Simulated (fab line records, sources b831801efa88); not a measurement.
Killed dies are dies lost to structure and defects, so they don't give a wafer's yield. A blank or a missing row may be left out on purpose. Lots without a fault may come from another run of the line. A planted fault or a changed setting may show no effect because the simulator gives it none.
Tool commonality check | flow sky130 | 12 lots, 36 wafers sampled

WHY IT WAS OPENED
At SKY_CONTACT_THK_MEAS_03 the reading CONTACT_HDPCVD_THK is flagged on 2 of 12 lots. Wafers without a fault read 564 nm, standard deviation 4.5.
Rule: a lot is flagged when every wafer of it that has a number lies more than 4 standard deviations from that mean, or none has a number. The other lots count as sound.

lot  | measured     | on            | CONTACT_HDPCVD_THK (nm), wafer by wafer | flag
L653 | day 30 20:59 | film_metro-04 | 557 562 566                             |
L655 | day 31 17:17 | film_metro-04 | 568 565 564                             |
L656 | day 31 23:53 | film_metro-04 | 556 558 559                             |
L658 | day 32 14:35 | film_metro-03 | 569 566 563                             |
L659 | day 33 11:08 | film_metro-02 | 564 558 557                             |
L660 | day 33 12:03 | film_metro-02 | 566 567 566                             |
L662 | day 33 23:59 | film_metro-02 | 565 557 560                             |
L663 | day 34 22:07 | film_metro-04 | 563 563 557                             |
L664 | day 34 23:44 | film_metro-03 | 563 566 561                             |
L665 | day 35 09:47 | film_metro-04 | 562 562 556                             |
L669 | day 35 21:31 | film_metro-04 | 678 676 681                             | FLAGGED
L671 | day 36 16:31 | film_metro-04 | 672 677 679                             | FLAGGED
The numbers of the flagged lots are 677 nm on average: +113 nm against the usual, or +25 standard deviations.

WHICH TOOL RAN EACH LOT
The record holds 2 process steps before the reading, out of a route of 708 steps. In each cell: the tool, then ch and the chambers that the sampled wafers went through, then the start.
lot  | flag    | SKY_LDD_N_STRIP_16                   | SKY_CONTACT_HDPCVD_02
L653 |         | plasma_asher-01 ch 0,1, day 18 05:33 | hdpcvd-01 ch 0,1,2, day 30 20:55
L655 |         | plasma_asher-01 ch 0,1, day 19 06:43 | hdpcvd-02 ch 0,1,2, day 31 17:13
L656 |         | plasma_asher-02 ch 0,1, day 19 12:00 | hdpcvd-01 ch 0,1,2, day 31 23:49
L658 |         | plasma_asher-01 ch 0,1, day 20 06:24 | hdpcvd-02 ch 0,2, day 32 14:31
L659 |         | plasma_asher-02 ch 0,1, day 21 01:38 | hdpcvd-01 ch 0,1,2, day 33 11:02
L660 |         | plasma_asher-01 ch 0,1, day 21 04:48 | hdpcvd-01 ch 0,2, day 33 11:58
L662 |         | plasma_asher-02 ch 0,1, day 21 18:29 | hdpcvd-01 ch 1,2, day 33 23:53
L663 |         | plasma_asher-03 ch 0,1, day 22 21:22 | hdpcvd-01 ch 0,1,2, day 34 22:02
L664 |         | plasma_asher-02 ch 0,1, day 22 23:26 | hdpcvd-01 ch 0,2, day 34 23:39
L665 |         | plasma_asher-03 ch 0,1, day 23 08:57 | hdpcvd-02 ch 0,2, day 35 09:41
L669 | FLAGGED | plasma_asher-02 ch 0,1, day 23 21:33 | hdpcvd-01 ch 0,1,2, day 35 21:26
L671 | FLAGGED | plasma_asher-02 ch 0,1, day 24 16:45 | hdpcvd-01 ch 0,1,2, day 36 16:26
What these steps do:
- SKY_LDD_N_STRIP_16: strips in O2/N2.
- SKY_CONTACT_HDPCVD_02: deposits SiO2, target thk 565 nm, time 94.2 s.
- SKY_CONTACT_THK_MEAS_03

FLAGGED OVER TOTAL, TOOL BY TOOL (the gauges that took the reading come last)
step                    | tool            | lots run | flagged | share of the flagged lots | sound lots run after its first flagged lot
SKY_LDD_N_STRIP_16      | plasma_asher-01 | 4        | 0       | none                      | -
SKY_LDD_N_STRIP_16      | plasma_asher-02 | 6        | 2       | all                       | 0
SKY_LDD_N_STRIP_16      | plasma_asher-03 | 2        | 0       | none                      | -
SKY_CONTACT_HDPCVD_02   | hdpcvd-01       | 9        | 2       | all                       | 0
SKY_CONTACT_HDPCVD_02   | hdpcvd-02       | 3        | 0       | none                      | -
SKY_CONTACT_THK_MEAS_03 | film_metro-02   | 3        | 0       | none                      | -
SKY_CONTACT_THK_MEAS_03 | film_metro-03   | 2        | 0       | none                      | -
SKY_CONTACT_THK_MEAS_03 | film_metro-04   | 7        | 2       | all                       | 0

WHAT THE TABLE ALLOWS
3 rows of the table ran every flagged lot: plasma_asher-02 at SKY_LDD_N_STRIP_16, hdpcvd-01 at SKY_CONTACT_HDPCVD_02, film_metro-04 at SKY_CONTACT_THK_MEAS_03.
- plasma_asher-02 at SKY_LDD_N_STRIP_16: 2 of its 6 lots flagged. Its last sound lot is L664 (day 22 23:26), its first flagged lot L669 (day 23 21:33): a fault that began between those two fits.
- hdpcvd-01 at SKY_CONTACT_HDPCVD_02: 2 of its 9 lots flagged. Its last sound lot is L664 (day 34 23:39), its first flagged lot L669 (day 35 21:26): a fault that began between those two fits. Its own readings lie more than 4 standard deviations out on every wafer of the flagged lots: sih4_flow_sccm.
- film_metro-04 at SKY_CONTACT_THK_MEAS_03: 2 of its 7 lots flagged. Its last sound lot is L665 (day 35 09:47), its first flagged lot L669 (day 35 21:31): a fault that began between those two fits.
Counting lots can't tell these 3 tools apart, because each fits a fault that began at some hour. More lots, or a look at what each step does to the wafer, might.

WHAT THE SIMULATOR HAD PUT IN
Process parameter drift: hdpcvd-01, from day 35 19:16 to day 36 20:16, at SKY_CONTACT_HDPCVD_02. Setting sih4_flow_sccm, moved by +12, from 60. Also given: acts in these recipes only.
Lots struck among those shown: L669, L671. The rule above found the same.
